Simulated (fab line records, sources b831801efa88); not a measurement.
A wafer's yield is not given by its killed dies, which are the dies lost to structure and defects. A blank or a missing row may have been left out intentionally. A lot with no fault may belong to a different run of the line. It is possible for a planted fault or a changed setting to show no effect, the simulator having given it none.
A struck lot beside a sound one ; flow sky130 ; 17 steps out of a route of 708
Sound: wafers L996.1, L996.2, L996.6. Struck: wafers L104.4, L104.6 (left out: L104.1, a lot-mate that was not struck); the cause follows at the end.
For every step that has rows: the tool of each side, followed by ch and its chambers, followed by its first start. Under that, the readings that differ: sound wafers ; struck wafers ; difference of the means ; sigmas: that difference in standard deviations of wafers without a fault.
alike: same words and numbers on both sides, and readings whose means sit less than 2 such deviations apart. not compared: any withheld reading, any reading some wafer has no value for, any bound like >300 that may hide the same value, and any number with overlapping values for which the record gives no deviation.
A row with sigmas, a row that says differs or no value, or rows on one side alone: a step with any of these is where the two part. Numbers that have no deviation but don't overlap get no sigmas and don't part them. A reading that every wafer of one side lacks parts them only if that side has two wafers or more.

SKY_FIELD_ISO_THK_MEAS_02:
  sound on film-metro-02, day 3 16:10; struck on film-metro-02, day 5 07:44
  alike: FIELD_ISO_OXIDATION_00_THK
then, 1 step without rows for these wafers: SKY_FIELD_ISO_CVD_03 (deposits Si3N4 from DCS/NH3, target thk 165 nm, time 2830 s).
SKY_FIELD_ISO_THK_MEAS_04:
  sound on film-metro-02, day 3 18:18; struck on film-metro-01, day 5 09:35
  alike: FIELD_ISO_CVD_03_THK
then, 8 steps without rows for these wafers: SKY_FIELD_ISO_DEHYDRATE_05 (time 60 s); SKY_FIELD_ISO_HMDS_06 (prime time 60 s); SKY_FIELD_ISO_COAT_07 (resist thk 60 nm); SKY_FIELD_ISO_COAT_08 (resist thk 450 nm); SKY_FIELD_ISO_SOFTBAKE_09 (time 90 s); SKY_FIELD_ISO_EXPOSE_10 (exposes mask FOM, target cd 150 nm); SKY_FIELD_ISO_PEB_11; SKY_FIELD_ISO_DEVELOP_12 (develop time 60 s).
SKY_FIELD_ISO_CD_MEAS_13: target cd 150 nm.
  sound on cd-sem-01, day 4 11:07; struck on cd-sem-01, day 6 03:42
  alike: cd-nm
SKY_FIELD_ISO_ETCH_14: etches BARC in N2/H2, stops on SiO2, time 45.9 s, target depth 60 nm.
  sound on rie-diel-02 ch 1,3, day 4 11:14; struck on rie-diel-02 ch 0, day 6 03:49
reading;sound;struck;difference;sigmas
oes-product-au (a.u.);0.858 0.860 0.857;0.999 1.002;+0.142;+32
run-length-s (s);74.6 74.4 74.7;47.0 47.1;-27.5;-66
model.etch.depth-nm (nm);60.02 60.07 60.02;32.51 32.55;-27.51;
model.KrF-thick_of_FIELD_ISO_COAT_08.thk-nm (nm);391.8 394.2 392.6;417.7 417.6;+24.8;
model.FIELD_ISO.cd-nm (nm);148 152.2 149.8;155.2 156;+5.6;
  alike: drypump-motor-current-A, throttle-valve-pct
  not compared: rf-hours-counter-h
SKY_FIELD_ISO_ETCH_15: etches the open film in CHF3/O2, stops on Si, target depth 180 nm, time 72 s.
  sound on rie-diel-02 ch 1,3, day 4 11:17; struck on rie-diel-02 ch 0, day 6 03:52
reading;sound;struck;difference;sigmas
oes-product-au (a.u.);0.949 0.949 0.959;0.369 0.370;-0.583;-77
throttle-valve-pct (%);8.851 8.862 8.837;8.670 8.657;-0.187;-22
model.KrF-thick_of_FIELD_ISO_COAT_08.thk-nm (nm);231.6 237.4 232.1;262.7 262.6;+28.9;
  alike: drypump-motor-current-A, run-length-s
  not compared: rf-hours-counter-h
SKY_FIELD_ISO_STRIP_16: strips in O2/N2.
  sound on plasma-asher-01 ch 0,1, day 4 11:20; struck on plasma-asher-03 ch 0,1, day 6 03:55
reading;sound;struck;difference;sigmas
oes-product-au (a.u.);0.372 0.388 0.362;0.393 0.394;+0.020;+4
strip-time-to-endpoint-s (s);3.50 3.55 3.50;3.81 3.82;+0.30;+6
  alike: drypump-motor-current-A
  not compared: rf-hours-counter-h
SKY_FIELD_ISO_ETCH_17: etches Si in HBr/Cl2/O2, target depth 342 nm, time 101.3 s.
  sound on rie-si-02 ch 0,3, day 4 11:26; struck on rie-si-01 ch 1,2, day 6 04:01
  alike: drypump-motor-current-A, oes-product-au, throttle-valve-pct
  not compared: rf-hours-counter-h, run-length-s, model.FIELD_ISO.cd-nm
then, 1 step without rows for these wafers: SKY_FIELD_ISO_WET_ETCH_18 (etches Si3N4 in H3PO4, target depth 25 nm, time 286 s).

== WHERE THEY PART ==
Earliest at SKY_FIELD_ISO_ETCH_14; latest, in this record, at SKY_FIELD_ISO_STRIP_16. Later steps at which nothing parts them and some readings are alike: SKY_FIELD_ISO_ETCH_17.

WHY: what had been put in by the simulator
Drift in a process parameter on rie-diel-02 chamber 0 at SKY_FIELD_ISO_ETCH_14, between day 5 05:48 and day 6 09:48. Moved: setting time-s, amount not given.
